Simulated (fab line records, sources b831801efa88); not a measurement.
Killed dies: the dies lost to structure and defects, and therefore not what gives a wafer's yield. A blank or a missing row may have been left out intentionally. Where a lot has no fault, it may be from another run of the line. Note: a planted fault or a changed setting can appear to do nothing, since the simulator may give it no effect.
Matching of chambers + flow sfq line + SFQ_TRILAYER_C5_BARC_OPEN_VIA_ETCH_210 on rie diel-01 has 4 sister chambers
The step etches BARC in O2, target depth 125 nm, time 41.7 s. 8 wafers are shown with their chamber, then 8 later ones without.

WAFERS PAIRED WITH THEIR CHAMBERS
| wafer  | chamber | oes product au (a.u.) |
|--------|---------|-----------------------|
| L086.1 | 3       | 0.693                 |
| L086.3 | 2       | 0.682                 |
| L086.5 | 0       | 0.687                 |
| L086.6 | 1       | 0.687                 |
| L087.1 | 0       | 0.675                 |
| L087.2 | 2       | 0.685                 |
| L087.3 | 1       | 0.690                 |
| L087.4 | 3       | 0.688                 |

WAFERS WITH NO CHAMBER GIVEN
| wafer  | oes product au (a.u.) |
|--------|-----------------------|
| L087.5 | 0.690                 |
| L087.6 | 0.682                 |
| L089.1 | 0.691                 |
| L089.2 | 0.682                 |
| L089.3 | 0.687                 |
| L089.4 | 0.685                 |
| L089.5 | 0.683                 |
| L089.6 | 0.675                 |

WHICH CHAMBER EACH WENT THROUGH
| wafer  | from the rows above               | in truth |
|--------|-----------------------------------|----------|
| L087.5 | can't be placed: 3 or 1 or 2 or 0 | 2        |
| L087.6 | can't be placed: 0 or 2 or 1 or 3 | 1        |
| L089.1 | can't be placed: 3 or 1 or 2 or 0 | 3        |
| L089.2 | can't be placed: 0 or 2 or 1 or 3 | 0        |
| L089.3 | can't be placed: 1 or 3 or 2 or 0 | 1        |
| L089.4 | can't be placed: 2 or 1 or 0 or 3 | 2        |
| L089.5 | can't be placed: 2 or 0 or 1 or 3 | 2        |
| L089.6 | can't be placed: 0 or 2 or 1 or 3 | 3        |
Correct placement for 0 of the 8. Can't be placed from these rows: 8 (the true chamber is among the candidates in 8). Placed wrongly: 0.
How it was worked out, from the rows above alone: a wafer's distance from a chamber is the root of the sum, over the readings, of the square of ((its reading less the chamber's mean) divided by the reading's scatter). The wafer belongs to the nearest chamber; if the next one is less than 2 further off, it can't be placed. Each chamber's mean is taken over the wafers shown for it. The scatter: take each reading less its chamber's mean, square it, sum over the shown wafers, divide by the number of wafers less the number of chambers, and take the root.
